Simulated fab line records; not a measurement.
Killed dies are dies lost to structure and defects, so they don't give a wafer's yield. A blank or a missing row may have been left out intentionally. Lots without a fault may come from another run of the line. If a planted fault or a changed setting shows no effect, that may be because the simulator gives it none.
fab line records	flow gf180mcu
record lots=5	wafers=15	last-day=34
route steps=602 shown V5@549 TOP_METAL@567
lots with no fault: from the same line, run without faults
start-h: hours from the record's opening day to when the first of the lot's shown wafers began	wait-h: hours since the lot's step before	" as in the row above	L1.1+2: a single row standing in for several wafers	- value missing, or start not given	* or withheld: withheld	< > ~ a bound
route shown NAME@n: a module of which the file shows steps, and the number in the route of the first	usual: mean/standard deviation taken from wafers without a fault	same: alike in all rows	chamber/n: place in a boat	sites: the reading at each site	_std_site: the values' standard deviation	_edge_site: mean of outer sites minus mean of inner sites	radius-mm: for every site, how far away it sits from the centre of the wafer	mask NAME#n: copy n	behind: the tool/chamber that last shaped the wafer	hold: what put the lot on hold/how long, in hours/how the hold closed	device: the transistor (n, p or np) that didn't switch	end of line: the route-end tests of the same wafers	where a step has no rows: the recipe by itself	killed: at the first sort, the dies lost to defects and structure; wafer yield is something else	map: shows each die of a wafer: x if killed, . if not, _ if none is there
set.NAME: setting as actually run; set.NAME@STEP: the setting as run at that earlier step	model.NAME: the simulator's own value behind a step, which no gauge read
lots at some steps of the route; a table a step, a row a wafer
services: the hour from which a tool's chamber was out of use, counted from the record's first day as start-h (under 0 if before that day), plus the number of hours and why
## steps
# step GF_V5_COAT_09
# recipe resist=KrF	spin-rpm=withheld	resist-thk-nm=1000
# usual resist-line-temp-C=22.97/0.11
lot.wafer	tool	chamber	start-h	wait-h	resist-line-temp-C
L085.2	litho-track-03	0	-	-	22.91
L085.3	"	0	"	"	22.79
L085.5	"	0	"	"	22.88
L090.1	litho-track-02	0	-	-	22.88
L090.2	"	0	"	"	22.98
L090.5	"	0	"	"	22.83
L092.1	litho-track-04	0	-	-	23.17
L092.5	"	0	"	"	22.97
L092.6	"	0	"	"	22.97
L095.2	litho-track-03	0	-	-	22.92
L095.4	"	0	"	"	22.97
L095.6	"	0	"	"	23.00
L096.3	litho-track-02	0	-	-	23.16
L096.4	"	0	"	"	23.12
L096.5	"	0	"	"	23.14
# step GF_V5_SOFTBAKE_10
# recipe temp-c=130	time-s=60	resist=KrF
# usual resist-line-temp-C=23.00/0.11
lot.wafer	tool	chamber	start-h	wait-h	resist-line-temp-C
L085.2	litho-track-03	0	-	-	23.05
L085.3	"	0	"	"	22.92
L085.5	"	0	"	"	23.06
L090.1	litho-track-02	0	-	-	22.93
L090.2	"	0	"	"	23.04
L090.5	"	0	"	"	22.87
L092.1	litho-track-04	0	-	-	22.95
L092.5	"	0	"	"	22.97
L092.6	"	0	"	"	23.07
L095.2	litho-track-03	0	-	-	23.04
L095.4	"	0	"	"	22.92
L095.6	"	0	"	"	23.05
L096.3	litho-track-02	0	-	-	22.94
L096.4	"	0	"	"	22.81
L096.5	"	0	"	"	22.81
# step GF_V5_EXPOSE_11
# recipe mask-id=Via5	target-cd-nm=260	na=0.68	source-shape=conventional	sigma-outer=0.6	dose-mj=38
# usual reticle-temp-C=23.02/0.11
lot.wafer	tool	chamber	start-h	wait-h	mask	reticle-temp-C
L085.2	krf-scanner-01	0	-	-	Via5#0	23.02
L085.3	"	0	"	"	Via5#0	22.88
L085.5	"	0	"	"	Via5#0	22.79
L090.1	krf-scanner-01	0	-	-	Via5#0	23.12
L090.2	"	0	"	"	Via5#0	23.08
L090.5	"	0	"	"	Via5#0	23.03
L092.1	krf-scanner-01	0	-	-	Via5#0	23.02
L092.5	"	0	"	"	Via5#0	22.98
L092.6	"	0	"	"	Via5#0	22.96
L095.2	krf-scanner-01	0	-	-	Via5#0	23.17
L095.4	"	0	"	"	Via5#0	23.09
L095.6	"	0	"	"	Via5#0	23.08
L096.3	krf-scanner-01	0	-	-	Via5#0	23.19
L096.4	"	0	"	"	Via5#0	23.04
L096.5	"	0	"	"	Via5#0	23.02
# step GF_V5_PEB_12
# recipe peb-temp-c=135	peb-time-s=90	resist=KrF
# usual resist-line-temp-C=22.98/0.12
lot.wafer	tool	chamber	start-h	wait-h	resist-line-temp-C
L085.2	litho-track-02	0	-	-	23.08
L085.3	"	0	"	"	23.19
L085.5	"	0	"	"	23.06
L090.1	litho-track-02	0	-	-	22.99
L090.2	"	0	"	"	22.92
L090.5	"	0	"	"	22.97
L092.1	litho-track-03	0	-	-	23.07
L092.5	"	0	"	"	23.07
L092.6	"	0	"	"	23.17
L095.2	litho-track-03	0	-	-	23.06
L095.4	"	0	"	"	22.89
L095.6	"	0	"	"	22.95
L096.3	litho-track-04	0	-	-	23.01
L096.4	"	0	"	"	22.87
L096.5	"	0	"	"	22.83
# step GF_V5_DEVELOP_13
# recipe develop-time-s=57.1	resist=KrF	dev-temp-c=21
# usual resist-line-temp-C=22.97/0.1
# same develop-time-s=57.1
lot.wafer	tool	chamber	start-h	wait-h	resist-line-temp-C
L085.2	litho-track-02	0	708.61	0.2	22.76
L085.3	"	0	"	"	22.84
L085.5	"	0	"	"	22.77
L090.1	litho-track-02	0	739.89	0.2	22.91
L090.2	"	0	"	"	22.92
L090.5	"	0	"	"	22.93
L092.1	litho-track-03	0	752.20	0.2	23.05
L092.5	"	0	"	"	23.13
L092.6	"	0	"	"	22.94
L095.2	litho-track-03	0	769.67	0.2	23.00
L095.4	"	0	"	"	23.00
L095.6	"	0	"	"	23.02
L096.3	litho-track-04	0	775.92	0.1	22.96
L096.4	"	0	"	"	22.93
L096.5	"	0	"	"	22.97
# step GF_V5_CD_MEAS_14
# recipe target-cd-nm=260
# usual cd-nm=259.8/1.1
lot.wafer	tool	chamber	start-h	wait-h	cd-nm
L085.2	cd-sem-01	-	708.76	0.1	258.5
L085.3	"	-	"	"	258.9
L085.5	"	-	"	"	259.5
L090.1	cd-sem-02	-	740.04	0.1	261.6
L090.2	"	-	"	"	260.3
L090.5	"	-	"	"	259.5
L092.1	cd-sem-02	-	752.35	0.1	261.2
L092.5	"	-	"	"	260.1
L092.6	"	-	"	"	260.9
L095.2	cd-sem-01	-	769.82	0.1	262.1
L095.4	"	-	"	"	261.6
L095.6	"	-	"	"	262.3
L096.3	cd-sem-02	-	776.06	0.1	259.3
L096.4	"	-	"	"	258.3
L096.5	"	-	"	"	259.4
# step GF_V5_OVL_MEAS_15
# usual V5_OVL=-4/5.8
lot.wafer	tool	chamber	start-h	wait-h	V5_OVL[nm]
L085.2	overlay-01	-	708.86	0.1	2
L085.3	"	-	"	"	-1
L085.5	"	-	"	"	-1
L090.1	overlay-01	-	740.16	0.1	7
L090.2	"	-	"	"	-5
L090.5	"	-	"	"	-1
L092.1	overlay-01	-	752.47	0.1	-6
L092.5	"	-	"	"	-10
L092.6	"	-	"	"	4
L095.2	overlay-01	-	769.93	0.1	3
L095.4	"	-	"	"	2
L095.6	"	-	"	"	0
L096.3	overlay-02	-	776.15	0.1	-5
L096.4	"	-	"	"	-6
L096.5	"	-	"	"	-1
# step GF_V5_ETCH_16
# recipe chemistry=N2/H2	target-depth-a=withheld	overetch-a=withheld	time-s=withheld	target=BARC	ion-energy-ev=200	source-w=500	bias-w=100	pressure-mtorr=30	n2-flow-sccm=100	h2-flow-sccm=200
# usual drypump-motor-current-A=5.8/0.58	oes-product-au=0.856/0.0044	throttle-valve-pct=13.225/0.0089
lot.wafer	tool	chamber	start-h	wait-h	drypump-motor-current-A	oes-product-au	throttle-valve-pct
L085.2	rie-diel-04	2	708.89	0.0	4.7	0.853	13.239
L085.3	"	0	"	"	5.6	0.861	13.218
L085.5	"	2	"	"	4.7	0.860	13.238
L090.1	rie-diel-01	1	740.19	0.0	6.2	0.851	13.219
L090.2	"	3	"	"	6.0	0.853	13.216
L090.5	"	3	"	"	6.0	0.857	13.236
L092.1	rie-diel-04	1	752.51	0.0	5.2	0.856	13.224
L092.5	"	2	"	"	4.6	0.863	13.224
L092.6	"	3	"	"	6.3	0.861	13.225
L095.2	rie-diel-01	0	769.96	0.0	5.7	0.862	13.208
L095.4	"	3	"	"	6.0	0.851	13.208
L095.6	"	0	"	"	5.7	0.853	13.227
L096.3	rie-diel-04	1	776.17	0.0	5.3	0.853	13.225
L096.4	"	0	"	"	5.7	0.860	13.218
L096.5	"	0	"	"	5.7	0.858	13.213
# step GF_V5_ETCH_17
# recipe chemistry=C4F8/O2/Ar	mask-material=KrF	target=SiO2	stop-on=TiN	source-w=1500	bias-w=1200	pressure-mtorr=40	c4f8-flow-sccm=withheld	O2_flow_sccm=6	Ar_flow_sccm=300	time-s=withheld	target-depth-a=8550
# usual oes-product-au=0.859/0.0046
lot.wafer	tool	chamber	start-h	wait-h	oes-product-au
L085.2	rie-diel-04	2	-	-	0.858
L085.3	"	0	"	"	0.859
L085.5	"	2	"	"	0.851
L090.1	rie-diel-01	1	-	-	0.860
L090.2	"	3	"	"	0.858
L090.5	"	3	"	"	0.850
L092.1	rie-diel-04	1	-	-	0.862
L092.5	"	2	"	"	0.864
L092.6	"	3	"	"	0.859
L095.2	rie-diel-01	0	-	-	0.846
L095.4	"	3	"	"	0.861
L095.6	"	0	"	"	0.855
L096.3	rie-diel-04	1	-	-	0.858
L096.4	"	0	"	"	0.857
L096.5	"	0	"	"	0.855
# step GF_V5_STRIP_18
# recipe chemistry=O2/N2	power-w=1400	pressure-mtorr=1500	platen-temp-c=250	o2-flow-sccm=3000	n2-flow-sccm=300	overash-fraction=0.5
# usual drypump-motor-current-A=5.7/0.48	heater-power-w=301/13	o2-flow-sccm=2997/8.1	oes-product-au=0.569/0.005
lot.wafer	tool	chamber	start-h	wait-h	drypump-motor-current-A	heater-power-w	o2-flow-sccm	oes-product-au	rf-hours-counter-h
L085.2	plasma-asher-01	1	709.05	-	6.2	297	2995	0.570	30
L085.3	"	0	"	"	6.1	282	3004	0.562	-
L085.5	"	1	"	"	6.2	301	2994	0.564	-
L090.1	plasma-asher-01	0	740.35	-	6.1	290	2998	0.555	33
L090.2	"	1	"	"	6.2	308	2994	0.562	33
L090.5	"	1	"	"	6.2	298	2989	0.568	-
L092.1	plasma-asher-01	1	752.66	-	6.2	302	2993	0.561	34
L092.5	"	1	"	"	6.2	308	3002	0.576	-
L092.6	"	0	"	"	6.1	301	3003	0.574	-
L095.2	plasma-asher-04	0	770.11	-	4.9	325	2983	0.567	108
L095.4	"	0	"	"	4.9	326	3001	0.571	-
L095.6	"	1	"	"	5.7	286	3006	0.574	-
L096.3	plasma-asher-04	0	776.36	-	4.9	330	3002	0.568	-
L096.4	"	1	"	"	5.7	296	3011	0.570	-
L096.5	"	0	"	"	5.0	315	3008	0.566	-
# step GF_V5_STRIP_19
# recipe chemistry=post-etch-residue-remover	time-s=1200	temp-c=72.5
# usual temp-c=72.49/0.12
lot.wafer	tool	chamber	start-h	wait-h	temp-c
L085.2	wet-bench-02	1	709.15	0.1	72.54
L085.3	"	1	"	"	72.48
L085.5	"	1	"	"	72.49
L090.1	wet-bench-02	0	740.45	0.1	72.43
L090.2	"	0	"	"	72.63
L090.5	"	0	"	"	72.70
L092.1	wet-bench-02	0	752.76	0.1	72.46
L092.5	"	0	"	"	72.66
L092.6	"	0	"	"	72.53
L095.2	wet-bench-02	3	770.21	0.1	72.47
L095.4	"	3	"	"	72.52
L095.6	"	3	"	"	72.61
L096.3	wet-bench-04	3	776.43	0.0	72.48
L096.4	"	3	"	"	72.51
L096.5	"	3	"	"	72.37
# step GF_V5_CLEAN_20
# recipe chemistry=DIW	dry=n2-spin
lot.wafer	tool	chamber	start-h	wait-h
L085.2+3+5	wet-bench-04	2	709.49	0.0
L090.1+2+5	wet-bench-04	1	740.79	0.0
L092.1+5+6	wet-bench-03	1	753.10	0.0
L095.2+4+6	wet-bench-03	2	770.55	0.0
L096.3+4+5	wet-bench-03	3	776.80	0.0
# step GF_V5_SPUTTER_21
# recipe material=Ti	target-thk-nm=15	chamber-pressure-pa=5	power-w=2500	substrate-temp-c=200	time-s=80.02
# usual throttle-valve-pct=30.1/0.98
lot.wafer	tool	chamber	start-h	wait-h	throttle-valve-pct
L085.2	pvd-sputter-01	-	709.58	0.0	28.4
L085.3	"	-	"	"	30.9
L085.5	"	-	"	"	30.7
L090.1	pvd-sputter-04	-	740.88	0.0	31.2
L090.2	"	-	"	"	29.7
L090.5	"	-	"	"	30.2
L092.1	pvd-sputter-04	-	753.19	0.0	30.1
L092.5	"	-	"	"	29.9
L092.6	"	-	"	"	29.8
L095.2	pvd-sputter-04	-	770.64	0.0	29.4
L095.4	"	-	"	"	31.2
L095.6	"	-	"	"	30.0
L096.3	pvd-sputter-02	-	776.89	0.0	29.4
L096.4	"	-	"	"	29.2
L096.5	"	-	"	"	28.6
# step GF_V5_SPUTTER_22
# recipe material=TiN	target-thk-nm=10	chamber-pressure-pa=5	power-w=4000	time-s=40
# usual throttle-valve-pct=30.1/0.98
lot.wafer	tool	chamber	start-h	wait-h	throttle-valve-pct
L085.2	pvd-sputter-01	-	709.64	0.0	28.4
L085.3	"	-	"	"	30.6
L085.5	"	-	"	"	31.1
L090.1	pvd-sputter-04	-	740.94	0.0	31.3
L090.2	"	-	"	"	29.7
L090.5	"	-	"	"	30.2
L092.1	pvd-sputter-04	-	753.25	0.0	29.9
L092.5	"	-	"	"	29.9
L092.6	"	-	"	"	29.7
L095.2	pvd-sputter-04	-	770.70	0.0	29.7
L095.4	"	-	"	"	31.2
L095.6	"	-	"	"	29.7
L096.3	pvd-sputter-02	-	776.95	0.0	29.2
L096.4	"	-	"	"	29.2
L096.5	"	-	"	"	28.7
# step GF_V5_CVD_23
# recipe material=W	target-thk-nm=350	time-s=104.9	temp-c=400	pressure-torr=40
# usual heater-power-w=867/25
lot.wafer	tool	chamber	start-h	wait-h	heater-power-w
L085.2	cvd-w-02	1	709.68	0.0	888
L085.3	"	1	"	"	884
L085.5	"	0	"	"	845
L090.1	cvd-w-02	1	740.98	0.0	885
L090.2	"	0	"	"	841
L090.5	"	0	"	"	855
L092.1	cvd-w-01	0	753.29	0.0	898
L092.5	"	1	"	"	834
L092.6	"	0	"	"	894
L095.2	cvd-w-02	0	770.74	0.0	830
L095.4	"	0	"	"	826
L095.6	"	0	"	"	836
L096.3	cvd-w-01	0	777.03	0.1	900
L096.4	"	1	"	"	875
L096.5	"	0	"	"	862
# step GF_V5_RS_MEAS_24
# recipe thk-meas-gauge=four-point-probe	reads=W_of_V5_CVD_23+TiN_of_V5_SPUTTER_22+Ti_of_V5_SPUTTER_21
# usual V5_W_RS=0.327/0.003
lot.wafer	tool	chamber	start-h	wait-h	V5_W_RS[ohm/sq]
L085.2	film-metro-02	-	709.81	0.1	0.329
L085.3	"	-	"	"	0.327
L085.5	"	-	"	"	0.325
L090.1	film-metro-04	-	741.09	0.1	0.328
L090.2	"	-	"	"	0.327
L090.5	"	-	"	"	0.328
L092.1	film-metro-01	-	753.40	0.1	0.326
L092.5	"	-	"	"	0.330
L092.6	"	-	"	"	0.327
L095.2	film-metro-04	-	770.87	0.1	0.329
L095.4	"	-	"	"	0.328
L095.6	"	-	"	"	0.323
L096.3	film-metro-01	-	777.14	0.1	0.322
L096.4	"	-	"	"	0.324
L096.5	"	-	"	"	0.322
# step GF_V5_THK_MEAS_25
# recipe thk-meas-gauge=xrf	reads=W_of_V5_CVD_23
# usual V5_W_THK=351/4.8
lot.wafer	tool	chamber	start-h	wait-h	V5_W_THK[nm]
L085.2	film-metro-02	-	709.92	0.1	346
L085.3	"	-	"	"	346
L085.5	"	-	"	"	351
L090.1	film-metro-04	-	741.21	0.1	355
L090.2	"	-	"	"	357
L090.5	"	-	"	"	355
L092.1	film-metro-01	-	753.52	0.1	352
L092.5	"	-	"	"	350
L092.6	"	-	"	"	351
L095.2	film-metro-04	-	770.98	0.1	352
L095.4	"	-	"	"	352
L095.6	"	-	"	"	356
L096.3	film-metro-01	-	777.24	0.1	357
L096.4	"	-	"	"	354
L096.5	"	-	"	"	359
# step GF_V5_CMP_26
# recipe stop-on=SiO2	down-force-psi=3.5	platen-rpm=60	t-overpolish-s=15	target-thk-nm=0	pad-velocity-m-s=0.94248
# usual head-pressure-psi=3.499/0.0078	motor-current-A=10.6/0.61	overpolish-run-s=15.001/0.009	retaining-ring-pressure-frac=1.001/0.0046	time-to-endpoint-s=83/4
lot.wafer	tool	chamber	start-h	wait-h	head-pressure-psi	motor-current-A	overpolish-run-s	retaining-ring-pressure-frac	time-to-endpoint-s
L085.2	cmp-02	1	709.97	0.0	3.492	10.1	15.007	0.996	79
L085.3	"	3	"	"	3.515	11.3	14.995	0.993	74
L085.5	"	2	"	"	3.514	9.8	14.993	1.001	87
L090.1	cmp-01	2	741.32	0.1	3.492	9.7	15.003	1.005	84
L090.2	"	3	"	"	3.506	10.8	15.009	1.004	84
L090.5	"	2	"	"	3.503	9.7	15.012	1.006	84
L092.1	cmp-02	3	753.63	0.1	3.505	10.7	14.997	1.005	79
L092.5	"	2	"	"	3.494	10.2	15.008	1.001	86
L092.6	"	3	"	"	3.499	11.1	15.005	1.005	76
L095.2	cmp-02	0	771.03	0.0	3.486	10.4	14.997	0.994	77
L095.4	"	3	"	"	3.508	11.0	15.002	0.999	76
L095.6	"	0	"	"	3.499	10.3	15.006	0.998	78
L096.4	cmp-01	0	777.33	0.1	3.510	11.3	15.012	1.004	88
L096.3	"	1	"	"	3.483	11.3	15.013	0.997	86
L096.5	"	3	"	"	3.497	10.3	14.994	1.000	86
# step GF_TOP_METAL_SPUTTER_00
# recipe material=Ti	target-thk-nm=37.5	arriving-ion-energy-ev=80	substrate-temp-c=200	chamber-pressure-pa=2	power-w=4000	time-s=150
# usual throttle-valve-pct=30.1/1.2
lot.wafer	tool	chamber	start-h	wait-h	throttle-valve-pct
L085.2	pvd-sputter-03	-	710.27	0.2	28.1
L085.3	"	-	"	"	30.9
L085.5	"	-	"	"	31.3
L090.1	pvd-sputter-02	-	741.57	0.2	31.3
L090.2	"	-	"	"	29.2
L090.5	"	-	"	"	28.7
L092.1	pvd-sputter-02	-	753.88	0.2	29.2
L092.5	"	-	"	"	29.3
L092.6	"	-	"	"	29.4
L095.2	pvd-sputter-03	-	771.33	0.2	31.4
L095.4	"	-	"	"	31.5
L095.6	"	-	"	"	27.9
L096.3	pvd-sputter-01	-	777.58	0.1	30.3
L096.4	"	-	"	"	30.8
L096.5	"	-	"	"	30.1
# step GF_TOP_METAL_SPUTTER_01
# recipe material=TiN	target-thk-nm=30	power-w=6500	time-s=25	chamber-pressure-pa=0.4
# usual throttle-valve-pct=30.0/1.1
lot.wafer	tool	chamber	start-h	wait-h	throttle-valve-pct
L085.2	pvd-sputter-03	-	710.37	0.1	28.1
L085.3	"	-	"	"	31.0
L085.5	"	-	"	"	31.3
L090.1	pvd-sputter-02	-	741.67	0.1	31.3
L090.2	"	-	"	"	29.3
L090.5	"	-	"	"	28.6
L092.1	pvd-sputter-02	-	753.98	0.1	29.3
L092.5	"	-	"	"	29.5
L092.6	"	-	"	"	29.5
L095.2	pvd-sputter-03	-	771.43	0.1	31.3
L095.4	"	-	"	"	31.4
L095.6	"	-	"	"	28.0
L096.3	pvd-sputter-01	-	777.68	0.1	29.8
L096.4	"	-	"	"	31.2
L096.5	"	-	"	"	29.8
# step GF_TOP_METAL_SPUTTER_02
# recipe material=AlCu	target-thk-nm=900	power-w=10600	chamber-pressure-pa=0.3	substrate-temp-c=250	gas=Ar	time-s=47.82
# usual throttle-valve-pct=30.0/1.1
lot.wafer	tool	chamber	start-h	wait-h	throttle-valve-pct
L085.2	pvd-sputter-03	-	710.40	0.0	28.0
L085.3	"	-	"	"	30.6
L085.5	"	-	"	"	31.3
L090.1	pvd-sputter-02	-	741.70	0.0	31.3
L090.2	"	-	"	"	29.3
L090.5	"	-	"	"	28.8
L092.1	pvd-sputter-02	-	754.01	0.0	29.4
L092.5	"	-	"	"	29.2
L092.6	"	-	"	"	29.3
L095.2	pvd-sputter-03	-	771.46	0.0	31.1
L095.4	"	-	"	"	31.4
L095.6	"	-	"	"	28.1
L096.3	pvd-sputter-01	-	777.71	0.0	30.3
L096.4	"	-	"	"	31.0
L096.5	"	-	"	"	30.0
# step GF_TOP_METAL_SPUTTER_03
# recipe material=Ti	target-thk-nm=5	substrate-temp-c=300	chamber-pressure-pa=0.3	power-w=3000	time-s=3.3
# usual throttle-valve-pct=30.0/1.1
lot.wafer	tool	chamber	start-h	wait-h	throttle-valve-pct
L085.2	pvd-sputter-03	-	710.45	0.0	28.3
L085.3	"	-	"	"	30.7
L085.5	"	-	"	"	31.0
L090.1	pvd-sputter-02	-	741.75	0.0	31.1
L090.2	"	-	"	"	29.2
L090.5	"	-	"	"	28.8
L092.1	pvd-sputter-02	-	754.06	0.0	29.2
L092.5	"	-	"	"	29.4
L092.6	"	-	"	"	29.5
L095.2	pvd-sputter-03	-	771.51	0.0	30.9
L095.4	"	-	"	"	31.4
L095.6	"	-	"	"	28.0
L096.3	pvd-sputter-01	-	777.76	0.0	29.8
L096.4	"	-	"	"	31.0
L096.5	"	-	"	"	30.1
# step GF_TOP_METAL_SPUTTER_04
# recipe material=TiN	target-thk-nm=25	power-w=6500	time-s=20.8	chamber-pressure-pa=0.4
# usual throttle-valve-pct=30.0/1.1
lot.wafer	tool	chamber	start-h	wait-h	throttle-valve-pct
L085.2	pvd-sputter-03	-	710.46	0.0	28.0
L085.3	"	-	"	"	30.5
L085.5	"	-	"	"	31.0
L090.1	pvd-sputter-02	-	741.76	0.0	31.3
L090.2	"	-	"	"	29.3
L090.5	"	-	"	"	28.7
L092.1	pvd-sputter-02	-	754.08	0.0	29.4
L092.5	"	-	"	"	29.4
L092.6	"	-	"	"	29.2
L095.2	pvd-sputter-03	-	771.53	0.0	31.4
L095.4	"	-	"	"	31.3
L095.6	"	-	"	"	28.0
L096.3	pvd-sputter-01	-	777.77	0.0	30.1
L096.4	"	-	"	"	30.6
L096.5	"	-	"	"	30.0
## services
tool	chamber	start-h	hours	kind
krf-scanner-01	-	676.24	1.0	pm
pvd-sputter-02	3	679.32	-	consumable-replace:kit
pvd-sputter-02	3	679.32	18.0	scheduled-down
pvd-sputter-02	3	679.32	18.0	vent-cycle
krf-scanner-01	-	679.75	0.4	repair
cvd-w-02	-	686.18	1.5	repair
krf-scanner-01	-	705.66	4.4	pm
cmp-02	-	707.42	1.8	repair
pvd-sputter-02	-	710.50	2.0	repair
pvd-sputter-02	-	718.60	7.7	repair
krf-scanner-01	-	718.70	4.0	pm
krf-scanner-01	-	724.97	1.1	repair
cvd-w-02	-	725.11	2.8	pm
pvd-sputter-03	1	738.44	-	consumable-replace:kit
pvd-sputter-03	1	738.44	18.0	scheduled-down
cmp-01	-	739.04	1.5	repair
cmp-01	-	741.57	6.6	pm
cmp-01	-	748.15	4.0	pm
cmp-01	-	749.80	0.6	repair
cmp-01	-	751.62	2.9	repair
rie-diel-04	-	765.14	0.5	repair
cmp-02	-	773.01	0.6	repair
cmp-02	-	775.87	2.4	repair
cvd-w-02	0	777.07	6.8	repair
## key
fault none
